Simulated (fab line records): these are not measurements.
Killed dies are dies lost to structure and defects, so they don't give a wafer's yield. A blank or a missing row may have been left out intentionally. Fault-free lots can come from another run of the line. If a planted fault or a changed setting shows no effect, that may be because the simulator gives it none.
Which of the tools did it? -- flow gf180mcu -- 18 wafers from 6 lots sampled at 2 of the route's 602 steps

== WHAT THE GAUGES READ, wafer by wafer ==
GF_NWELL_OVL_MEAS_07.
lot,measured,on,NWELL_OVL (nm)
L672,day 3 18:56,overlay-01,-4.6 -4.3 -3.5
L677,day 5 04:54,overlay-02,- - -
L679,day 5 09:49,overlay-02,1.2 -3.3 0.5
L684,day 6 13:36,overlay-01,-3.1 -3.4 -3.5
L689,day 7 17:47,overlay-02,0.5 -1.4 0.4
L692,day 8 08:07,overlay-01,-0.6 -1.0 1.3

== WHAT TOOL EACH LOT RAN ON (gives the tool, then ch and the chambers of the sampled wafers, and finally the start) ==
lot,GF_NWELL_COAT_02
L672,"litho-track-02 ch 0, day 3 12:17"
L677,"litho-track-02, day 4 21:22"
L679,"litho-track-02 ch 0, day 5 02:13"
L684,"litho-track-04 ch 0, day 6 05:44"
L689,"litho-track-02 ch 0, day 7 09:37"
L692,"litho-track-04 ch 0, day 7 23:49"
- GF_NWELL_COAT_02: resist thk 3000 nm.

== THE ANSWER, worked out from the rows above alone ==
Rule: usual is defined by the lots themselves. The widest of any qualifying gaps counts: lots, ordered by their means at a reading, are off when they make up no more than a third of the lots, leave a main group of 4 or more, and stand apart from it by 3 or more times the standard deviation of that group's means. A main group is skipped when, at the precision printed for the reading in the tables above, its means are all equal. Also off: a lot with no number at a reading for which 4 or more lots have one. The other lots that the step has rows for count as sound.
Off: L677, at GF_NWELL_OVL_MEAS_07 (NWELL_OVL). Without a number there: L677. For the main group the mean is -1.7 nm and the standard deviation 1.7.
If a tool, at a process step before that reading, ran all the lots that are off and no sound lot after the first of them, it fits. The gauges at GF_NWELL_OVL_MEAS_07 are tried like those tools. None of those tried fits.

== WHAT THE SIMULATOR PUT IN ==
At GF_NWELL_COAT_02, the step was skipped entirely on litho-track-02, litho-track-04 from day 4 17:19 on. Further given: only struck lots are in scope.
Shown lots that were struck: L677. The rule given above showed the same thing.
